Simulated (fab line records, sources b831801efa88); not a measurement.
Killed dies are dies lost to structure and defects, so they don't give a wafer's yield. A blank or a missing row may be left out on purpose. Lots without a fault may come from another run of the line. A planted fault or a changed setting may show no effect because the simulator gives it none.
fab line records | flow sky130 | part 1 of 2: steps 1 to 26 of 38
record lots=5 wafers=15 last_day=50
route steps=708 shown CAP2M@617 METAL4@621 VIA4@639
lots that met no fault: from a run of the same line without faults
start_h: hours from the record's first day to the start of the lot's first wafer shown | wait_h: hours since the lot's step before | " the same as in the row above | L1.1+2: a row that stands for several wafers | - no value, or no start given | * or withheld: withheld | < > ~ a bound
route shown NAME@n: a module of which the file shows steps, and the number in the route of the first | usual: mean/standard deviation of fault-free wafers | same: alike in all rows | chamber/n: place in a boat | sites: the reading at each site | _std_site: their standard deviation | _edge_site: outer sites' mean less inner sites' | radius_mm: how far each site lies from the wafer's centre | mask NAME#n: copy n | behind: the tool/chamber that last shaped the wafer | hold: why the lot was held/for how many hours/how that ended | device: the transistor (n, p or np) that didn't switch | end of line: the same wafers' tests at the end of the route | a step without rows: its recipe alone | killed: dies lost to structure and defects at the first sort, not the wafer's yield | map: a wafer's dies, x killed, . not, _ none there
set.NAME: the setting as run; set.NAME@STEP: as run at that earlier step | model.NAME: the simulator's own value behind a step, which no gauge read
lots at some steps of the route; a table a step, a row a wafer
services: from which hour (start_h, from the record's first day; less than 0 if before it) a tool's chamber was out of use, for how many hours, and why
## steps
# step SKY_CAP2M_STRIP_14
# recipe chemistry=O2/N2 power_w=1400 pressure_mtorr=1500 platen_temp_c=withheld o2_flow_sccm=3000 n2_flow_sccm=300 overash_fraction=0.5
# usual drypump_motor_current_A=5.8/0.43 oes_product_au=0.711/0.0045 strip_time_to_endpoint_s=12.68/0.052
# columns lot.wafer tool chamber start_h wait_h drypump_motor_current_A oes_product_au rf_hours_counter_h strip_time_to_endpoint_s
L074.2 plasma_asher-02 0 951.46 0.1 5.1 0.714 83 12.60
L074.3 " 1 " " 6.2 0.712 - 12.63
L074.4 " 0 " " 5.1 0.717 - 12.65
L083.4 plasma_asher-02 1 1010.55 0.1 6.2 0.709 - 12.67
L083.5 " 1 " " 6.2 0.707 - 12.63
L083.6 " 0 " " 5.1 0.721 - 12.68
L087.3 plasma_asher-03 1 1034.95 0.1 6.2 0.706 - 12.62
L087.4 " 0 " " 6.2 0.706 - 12.70
L087.6 " 0 " " 6.2 0.708 - 12.68
L089.2 plasma_asher-03 1 1047.62 0.1 6.2 0.711 118 12.68
L089.4 " 1 " " 6.2 0.715 - 12.64
L089.6 " 0 " " 6.2 0.706 - 12.66
L096.1 plasma_asher-02 0 1092.19 0.1 5.1 0.708 97 12.74
L096.2 " 1 " " 6.1 0.717 97 12.73
L096.3 " 1 " " 6.2 0.712 - 12.76
# step SKY_CAP2M_STRIP_15
# recipe chemistry=post_etch_residue_remover time_s=1200 temp_c=72.5
# columns lot.wafer tool chamber start_h wait_h
L074.2+3+4 wet_bench-02 0 951.56 0.1
L083.4+5+6 wet_bench-03 0 1010.62 0.0
L087.3+4+6 wet_bench-03 0 1035.02 0.0
L089.2+4+6 wet_bench-02 2 1047.72 0.1
L096.1+2+3 wet_bench-01 1 1092.29 0.1
# step SKY_CAP2M_CLEAN_16
# recipe chemistry=IPA time_s=180 temp_c=25
# columns lot.wafer tool chamber start_h wait_h
L074.2+3+4 wet_bench-01 0 951.91 0.0
L083.4+5+6 wet_bench-01 2 1010.96 0.0
L087.3+4+6 wet_bench-01 2 1035.36 0.0
L089.2+4+6 wet_bench-03 2 1048.09 0.0
L096.1+2+3 wet_bench-02 3 1092.66 0.0
# step SKY_CAP2M_CLEAN_17
# recipe chemistry=O3/DIW dry=n2_spin
# columns lot.wafer tool chamber start_h wait_h
L074.2+3+4 wet_bench-03 2 951.96 0.0
L083.4+5+6 wet_bench-03 3 1011.02 0.0
L087.3+4+6 wet_bench-03 1 1035.42 0.0
L089.2+4+6 wet_bench-01 3 1048.15 0.0
L096.1+2+3 wet_bench-03 2 1092.72 0.0
# step SKY_METAL4_DEHYDRATE_05
# recipe temp_c=200 time_s=60
# usual exhaust_pa=45.0/0.92
# columns lot.wafer tool chamber start_h wait_h exhaust_pa
L074.2 litho_track-03 0 963.94 11.9 45.5
L074.3 " 0 " " 45.8
L074.4 " 0 " " 44.7
L083.4 litho_track-01 0 1021.93 10.8 44.0
L083.5 " 0 " " 45.0
L083.6 " 0 " " 44.4
L087.3 litho_track-04 0 1045.35 9.8 45.0
L087.4 " 0 " " 45.5
L087.6 " 0 " " 44.9
L089.2 litho_track-01 0 1058.68 10.4 44.0
L089.4 " 0 " " 43.2
L089.6 " 0 " " 43.9
L096.1 litho_track-01 0 1102.95 10.1 44.9
L096.2 " 0 " " 44.2
L096.3 " 0 " " 44.4
# step SKY_METAL4_HMDS_06
# recipe prime_time_s=60 prime_temp_c=120
# usual exhaust_pa=44.9/0.94
# columns lot.wafer tool chamber start_h wait_h exhaust_pa
L074.2 litho_track-03 0 964.09 0.1 45.5
L074.3 " 0 " " 46.5
L074.4 " 0 " " 45.5
L083.4 litho_track-01 0 1022.08 0.1 42.4
L083.5 " 0 " " 43.3
L083.6 " 0 " " 44.7
L087.3 litho_track-04 0 1045.50 0.1 46.9
L087.4 " 0 " " 46.0
L087.6 " 0 " " 47.0
L089.2 litho_track-01 0 1058.83 0.1 45.2
L089.4 " 0 " " 43.1
L089.6 " 0 " " 45.7
L096.1 litho_track-01 0 1103.10 0.1 44.4
L096.2 " 0 " " 44.2
L096.3 " 0 " " 44.6
# step SKY_METAL4_COAT_07
# recipe resist=BARC temp_c=withheld time_s=withheld spin_rpm=3000 resist_thk_nm=60
# usual exhaust_pa=44.8/0.9
# columns lot.wafer tool chamber start_h wait_h exhaust_pa
L074.2 litho_track-03 0 964.24 0.1 44.9
L074.3 " 0 " " 44.6
L074.4 " 0 " " 44.6
L083.4 litho_track-01 0 1022.23 0.1 44.1
L083.5 " 0 " " 44.3
L083.6 " 0 " " 45.5
L087.3 litho_track-04 0 1045.65 0.1 46.2
L087.4 " 0 " " 45.1
L087.6 " 0 " " 46.0
L089.2 litho_track-01 0 1058.98 0.1 45.6
L089.4 " 0 " " 46.3
L089.6 " 0 " " 44.4
L096.1 litho_track-01 0 1103.25 0.1 44.5
L096.2 " 0 " " 43.7
L096.3 " 0 " " 44.5
# step SKY_METAL4_COAT_08
# recipe resist=KrF-thick spin_rpm=3000 resist_thk_nm=1140
# usual exhaust_pa=45.1/0.96
# columns lot.wafer tool chamber start_h wait_h exhaust_pa
L074.2 litho_track-03 0 - - 45.1
L074.3 " 0 " " 44.8
L074.4 " 0 " " 45.9
L083.4 litho_track-01 0 - - 45.3
L083.5 " 0 " " 45.9
L083.6 " 0 " " 45.0
L087.3 litho_track-04 0 - - 44.0
L087.4 " 0 " " 43.8
L087.6 " 0 " " 43.7
L089.2 litho_track-01 0 - - 44.5
L089.4 " 0 " " 45.1
L089.6 " 0 " " 45.2
L096.1 litho_track-01 0 - - 45.1
L096.2 " 0 " " 47.0
L096.3 " 0 " " 45.9
# step SKY_METAL4_SOFTBAKE_09
# recipe temp_c=100 time_s=90 resist=KrF-thick
# usual exhaust_pa=45.1/1
# columns lot.wafer tool chamber start_h wait_h exhaust_pa
L074.2 litho_track-03 0 - - 46.2
L074.3 " 0 " " 45.3
L074.4 " 0 " " 44.2
L083.4 litho_track-01 0 - - 44.5
L083.5 " 0 " " 43.9
L083.6 " 0 " " 44.5
L087.3 litho_track-04 0 - - 45.6
L087.4 " 0 " " 46.0
L087.6 " 0 " " 46.0
L089.2 litho_track-01 0 - - 46.3
L089.4 " 0 " " 44.9
L089.6 " 0 " " 46.0
L096.1 litho_track-01 0 - - 46.6
L096.2 " 0 " " 45.3
L096.3 " 0 " " 46.7
# step SKY_METAL4_EXPOSE_10
# recipe mask_id=MM4 na=0.68 source_shape=annular sigma_inner=0.4 sigma_outer=0.8 target_cd_nm=300 dose_mj=28
# columns lot.wafer tool chamber start_h wait_h mask
L074.2+3+4 krf_scanner-01 0 - - MM4#0
L083.4+5+6 krf_scanner-01 0 - - MM4#0
L087.3+4+6 krf_scanner-01 0 - - MM4#0
L089.2+4+6 krf_scanner-02 0 - - MM4#0
L096.1+2+3 krf_scanner-02 0 - - MM4#0
# step SKY_METAL4_PEB_11
# recipe peb_temp_c=withheld peb_time_s=withheld resist=KrF-thick
# usual exhaust_pa=45.1/0.78
# columns lot.wafer tool chamber start_h wait_h exhaust_pa
L074.2 litho_track-04 0 - - 47.2
L074.3 " 0 " " 46.9
L074.4 " 0 " " 45.9
L083.4 litho_track-01 0 - - 44.7
L083.5 " 0 " " 46.2
L083.6 " 0 " " 45.4
L087.3 litho_track-04 0 - - 45.6
L087.4 " 0 " " 45.1
L087.6 " 0 " " 44.9
L089.2 litho_track-03 0 - - 44.9
L089.4 " 0 " " 44.5
L089.6 " 0 " " 45.3
L096.1 litho_track-03 0 - - 45.5
L096.2 " 0 " " 44.3
L096.3 " 0 " " 43.9
# step SKY_METAL4_DEVELOP_12
# recipe develop_time_s=60 resist=KrF-thick dev_temp_c=21
# usual exhaust_pa=45.3/0.95
# columns lot.wafer tool chamber start_h wait_h exhaust_pa
L074.2 litho_track-04 0 - - 45.1
L074.3 " 0 " " 45.2
L074.4 " 0 " " 45.0
L083.4 litho_track-01 0 - - 43.6
L083.5 " 0 " " 44.9
L083.6 " 0 " " 45.3
L087.3 litho_track-04 0 - - 43.0
L087.4 " 0 " " 43.6
L087.6 " 0 " " 43.9
L089.2 litho_track-03 0 - - 46.1
L089.4 " 0 " " 46.1
L089.6 " 0 " " 45.1
L096.1 litho_track-03 0 - - 45.7
L096.2 " 0 " " 46.1
L096.3 " 0 " " 44.9
# step SKY_METAL4_CD_MEAS_13
# recipe target_cd_nm=300
# usual cd_nm=300.1/1.5
# columns lot.wafer tool chamber start_h wait_h cd_nm
L074.2 cd_sem-01 - 976.12 - 299.6
L074.3 " - " " 299.4
L074.4 " - " " 300.4
L083.4 cd_sem-02 - 1033.96 - 298.0
L083.5 " - " " 297.8
L083.6 " - " " 297.2
L087.3 cd_sem-02 - 1057.59 - 300.3
L087.4 " - " " 298.0
L087.6 " - " " 300.6
L089.2 cd_sem-02 - 1069.76 - 299.6
L089.4 " - " " 301.8
L089.6 " - " " 300.2
L096.1 cd_sem-01 - 1113.47 - 299.7
L096.2 " - " " 300.3
L096.3 " - " " 299.0
# step SKY_METAL4_OVL_MEAS_14
# usual METAL4_OVL=-4/5.5
# columns lot.wafer tool chamber start_h wait_h METAL4_OVL[nm]
L074.2 overlay-01 - 976.23 0.1 -7
L074.3 " - " " 3
L074.4 " - " " -8
L083.4 overlay-01 - 1034.04 0.1 -8
L083.5 " - " " -1
L083.6 " - " " -9
L087.3 overlay-02 - 1057.68 0.1 -3
L087.4 " - " " 0
L087.6 " - " " 1
L089.2 overlay-01 - 1069.87 0.1 7
L089.4 " - " " -2
L089.6 " - " " 1
L096.1 overlay-02 - 1113.59 0.1 7
L096.2 " - " " 9
L096.3 " - " " 0
# step SKY_METAL4_DESCUM_15
# recipe chemistry=O2 source_power_w=150 bias_power_w=0 pressure_mtorr=10 temp_c=40 time_s=8
# usual drypump_motor_current_A=5.8/0.34 oes_product_au=0.998/0.0095
# columns lot.wafer tool chamber start_h wait_h drypump_motor_current_A oes_product_au rf_hours_counter_h
L074.2 rie_metal-03 0 976.26 0.0 6.0 0.996 8
L074.3 " 1 " " 5.8 1.017 -
L074.4 " 0 " " 6.0 0.994 -
L083.4 rie_metal-03 1 1034.07 0.0 5.8 1.008 -
L083.5 " 1 " " 5.8 1.025 -
L083.6 " 0 " " 6.0 0.997 -
L087.3 rie_metal-03 0 1057.72 0.0 6.0 0.977 -
L087.4 " 1 " " 5.8 1.009 -
L087.6 " 0 " " 6.0 0.996 -
L089.2 rie_metal-03 1 1069.90 0.0 5.8 1.018 13
L089.4 " 1 " " 5.8 1.019 -
L089.6 " 1 " " 5.8 1.008 -
L096.1 rie_metal-02 1 1113.62 0.0 6.0 0.997 18
L096.2 " 0 " " 6.3 0.983 9
L096.3 " 1 " " 6.0 0.996 -
# step SKY_METAL4_ETCH_16
# recipe chemistry=N2/H2 target=BARC ion_energy_ev=200 bias_w=100 pressure_mtorr=30 n2_flow_sccm=100 h2_flow_sccm=200 icp_w=500 stop_on=SiO2 time_s=88.2 target_depth_a=600
# usual drypump_motor_current_A=5.8/0.34 oes_product_au=0.626/0.0046 throttle_valve_pct=13.205/0.0087
# columns lot.wafer tool chamber start_h wait_h drypump_motor_current_A oes_product_au rf_hours_counter_h throttle_valve_pct
L074.2 rie_metal-03 0 976.30 0.0 6.0 0.633 8 13.198
L074.3 " 1 " " 5.8 0.626 - 13.209
L074.4 " 0 " " 6.0 0.622 - 13.195
L083.4 rie_metal-03 1 1034.12 0.0 5.8 0.628 - 13.212
L083.5 " 1 " " 5.8 0.627 - 13.191
L083.6 " 0 " " 6.0 0.630 - 13.205
L087.3 rie_metal-03 0 1057.77 0.0 6.0 0.620 - 13.211
L087.4 " 1 " " 5.8 0.622 - 13.197
L087.6 " 0 " " 6.0 0.623 - 13.201
L089.2 rie_metal-03 1 1069.93 0.0 5.8 0.632 13 13.197
L089.4 " 1 " " 5.8 0.631 - 13.197
L089.6 " 1 " " 5.8 0.625 - 13.208
L096.1 rie_metal-02 1 1113.65 0.0 6.0 0.629 18 13.213
L096.2 " 0 " " 6.3 0.638 9 13.196
L096.3 " 1 " " 6.0 0.629 - 13.199
# step SKY_METAL4_ETCH_17
# recipe target=SiO2 stop_on=TiN chemistry=C4F8/O2/Ar source_w=1500 bias_w=1200 pressure_mtorr=40 c4f8_flow_sccm=withheld O2_flow_sccm=6 Ar_flow_sccm=300 time_s=3.9 target_depth_a=150
# usual oes_product_au=0.755/0.0078
# columns lot.wafer tool chamber start_h wait_h oes_product_au rf_hours_counter_h
L074.2 rie_diel-03 1 976.43 0.1 0.746 13
L074.3 " 2 " " 0.754 21
L074.4 " 3 " " 0.760 10
L083.4 rie_diel-04 2 1034.19 0.0 0.751 23
L083.5 " 2 " " 0.769 -
L083.6 " 1 " " 0.757 -
L087.3 rie_diel-03 2 1057.84 0.0 0.749 24
L087.4 " 1 " " 0.763 16
L087.6 " 3 " " 0.768 -
L089.2 rie_diel-01 3 1070.03 0.1 0.750 7
L089.4 " 1 " " 0.758 12
L089.6 " 1 " " 0.751 -
L096.1 rie_diel-01 0 1113.75 0.1 0.747 16
L096.2 " 3 " " 0.747 8
L096.3 " 2 " " 0.752 20
# step SKY_METAL4_METAL_ETCH_18
# recipe target_depth_a=8450 stop_on=SiO2 over_etch_frac=0.3 time_s=183.1 chemistry=Cl2/BCl3 resist_sidewall_deg=88 pressure_mtorr=10 icp_w=900 bias_w=48.5 Cl2_flow_sccm=60 bcl3_flow_sccm=30
# usual drypump_motor_current_A=5.9/0.38 oes_product_au=0.868/0.0073 throttle_valve_pct=22.265/0.0095
# columns lot.wafer tool chamber start_h wait_h drypump_motor_current_A oes_product_au rf_hours_counter_h throttle_valve_pct
L074.2 rie_metal-01 1 976.45 0.0 6.0 0.869 6 22.267
L074.3 " 0 " " 5.1 0.869 - 22.257
L074.4 " 1 " " 6.0 0.858 - 22.250
L083.4 rie_metal-01 0 1034.27 0.1 5.1 0.859 - 22.266
L083.5 " 1 " " 6.0 0.869 - 22.263
L083.6 " 0 " " 5.1 0.880 - 22.267
L087.3 rie_metal-02 0 1057.92 0.1 6.3 0.869 - 22.265
L087.4 " 1 " " 6.0 0.867 - 22.274
L087.6 " 0 " " 6.3 0.864 - 22.264
L089.2 rie_metal-02 0 1070.05 0.0 6.3 0.881 5 22.272
L089.4 " 0 " " 6.3 0.874 - 22.261
L089.6 " 1 " " 6.0 0.866 - 22.257
L096.1 rie_metal-01 1 1113.77 0.0 6.0 0.871 15 22.271
L096.2 " 0 " " 5.1 0.876 22 22.267
L096.3 " 0 " " 5.2 0.877 - 22.277
# step SKY_METAL4_STRIP_19
# recipe chemistry=O2/N2 power_w=1400 pressure_mtorr=1500 platen_temp_c=withheld o2_flow_sccm=3000 n2_flow_sccm=300 overash_fraction=0.5
# usual drypump_motor_current_A=5.7/0.32 oes_product_au=0.505/0.0058 strip_time_to_endpoint_s=6.59/0.071
# columns lot.wafer tool chamber start_h wait_h drypump_motor_current_A oes_product_au rf_hours_counter_h strip_time_to_endpoint_s
L074.2 plasma_asher-04 1 976.63 0.1 6.0 0.511 55 6.58
L074.3 " 1 " " 6.0 0.503 - 6.51
L074.4 " 0 " " 5.7 0.502 - 6.52
L083.4 plasma_asher-03 1 1034.42 0.1 6.2 0.508 - 6.57
L083.5 " 1 " " 6.2 0.498 - 6.51
L083.6 " 0 " " 6.2 0.510 - 6.52
L087.3 plasma_asher-04 0 1058.07 0.1 5.8 0.500 - 6.73
L087.4 " 1 " " 6.0 0.511 - 6.65
L087.6 " 1 " " 6.0 0.513 - 6.69
L089.2 plasma_asher-01 1 1070.23 0.1 5.5 0.513 33 6.70
L089.4 " 0 " " 5.3 0.512 - 6.65
L089.6 " 1 " " 5.5 0.502 - 6.61
L096.1 plasma_asher-01 1 1113.95 0.1 5.5 0.512 37 6.59
L096.2 " 0 " " 5.3 0.498 37 6.57
L096.3 " 1 " " 5.5 0.500 - 6.54
# step SKY_METAL4_STRIP_20
# recipe chemistry=post_etch_residue_remover time_s=1200 temp_c=72.5
# columns lot.wafer tool chamber start_h wait_h
L074.2+3+4 wet_bench-01 2 976.76 0.1
L083.4+5+6 wet_bench-02 0 1034.48 0.0
L087.3+4+6 wet_bench-01 3 1058.14 0.0
L089.2+4+6 wet_bench-02 3 1070.33 0.1
L096.1+2+3 wet_bench-01 2 1114.05 0.1
# step SKY_METAL4_CLEAN_21
# recipe chemistry=IPA time_s=180 temp_c=25
# columns lot.wafer tool chamber start_h wait_h
L074.2+3+4 wet_bench-01 1 977.13 0.0
L083.4+5+6 wet_bench-01 1 1034.83 0.0
L087.3+4+6 wet_bench-01 3 1058.48 0.0
L089.2+4+6 wet_bench-04 3 1070.70 0.0
L096.1+2+3 wet_bench-04 2 1114.42 0.0
# step SKY_METAL4_CLEAN_22
# recipe chemistry=O3/DIW dry=n2_spin
# columns lot.wafer tool chamber start_h wait_h
L074.2+3+4 wet_bench-04 2 977.19 0.0
L083.4+5+6 wet_bench-01 1 1034.88 0.0
L087.3+4+6 wet_bench-01 3 1058.54 0.0
L089.2+4+6 wet_bench-01 2 1070.76 0.0
L096.1+2+3 wet_bench-01 2 1114.48 0.0
# step SKY_VIA4_HDPCVD_00
# recipe material=SiO2 target_thk_nm=1750 sigma_open_frac=0.3 time_s=291.7 temp_c=400 sih4_flow_sccm=60 pressure_mtorr=6
# columns lot.wafer tool chamber start_h wait_h
L074.2+3+4 hdpcvd-01 1 977.37 0.1
L083.4+5+6 hdpcvd-01 0,2,1 1035.07 0.1
L087.3+4+6 hdpcvd-02 2,2,0 1058.63 0.0
L089.2+4+6 hdpcvd-02 0,0,2 1070.85 0.0
L096.1+2+3 hdpcvd-01 0,1,2 1114.58 0.0
# step SKY_VIA4_THK_MEAS_01
# recipe reads=SiO2_of_VIA4_HDPCVD_00
# usual VIA4_HDPCVD_THK=1743/21
# columns lot.wafer tool chamber start_h wait_h VIA4_HDPCVD_THK[nm]
L074.2 film_metro-03 - 977.83 0.4 1737
L074.3 " - " " 1712
L074.4 " - " " 1731
L083.4 film_metro-02 - 1035.18 0.0 1760
L083.5 " - " " 1749
L083.6 " - " " 1767
L087.3 film_metro-02 - 1058.83 0.1 1742
L087.4 " - " " 1733
L087.6 " - " " 1735
L089.2 film_metro-03 - 1071.04 0.1 1720
L089.4 " - " " 1764
L089.6 " - " " 1726
L096.1 film_metro-02 - 1114.76 0.1 1765
L096.2 " - " " 1782
L096.3 " - " " 1755
# step SKY_VIA4_CMP_02
# recipe material=SiO2 down_force_psi=4 platen_rpm=60 pad_velocity_m_s=0.94248
# usual edge_zone_pressure_frac=1.000/0.0046 motor_current_A=11.9/1.2 retaining_ring_pressure_frac=0.999/0.0052
# columns lot.wafer tool chamber start_h wait_h edge_zone_pressure_frac motor_current_A retaining_ring_pressure_frac
L074.3 cmp-01 1 977.88 0.0 0.997 13.9 0.999
L074.4 " 3 " " 0.998 9.7 1.004
L074.2 " 0 " " 1.011 11.8 1.007
L083.4 cmp-02 2 1035.36 0.2 0.993 12.1 1.003
L083.6 " 3 " " 0.994 13.4 1.000
L083.5 " 0 " " 0.995 11.4 1.015
L087.3 cmp-02 3 1058.92 0.1 1.001 13.6 0.995
L087.4 " 0 " " 0.993 11.3 0.993
L087.6 " 2 " " 0.993 11.7 1.009
L089.4 cmp-02 2 1071.14 0.1 1.000 12.0 0.998
L089.2 " 3 " " 1.000 14.4 0.995
L089.6 " 2 " " 1.005 12.2 0.991
L096.1 cmp-01 2 1114.82 0.1 0.994 12.3 0.999
L096.2 " 3 " " 1.010 10.1 0.989
L096.3 " 1 " " 0.998 13.9 1.004
# step SKY_VIA4_BOW_MEAS_03
# recipe mode=bow
# usual VIA4_BOW=79/9.8
# columns lot.wafer tool chamber start_h wait_h VIA4_BOW[um]
L074.2 film_metro-03 - 978.20 0.1 89
L074.3 " - " " 97
L074.4 " - " " 102
L083.4 film_metro-04 - 1035.57 0.2 71
L083.5 " - " " 74
L083.6 " - " " 78
L087.3 film_metro-02 - 1059.21 0.2 65
L087.4 " - " " 66
L087.6 " - " " 68
L089.2 film_metro-02 - 1071.41 0.2 74
L089.4 " - " " 79
L089.6 " - " " 73
L096.1 film_metro-02 - 1115.12 0.2 71
L096.2 " - " " 58
L096.3 " - " " 71
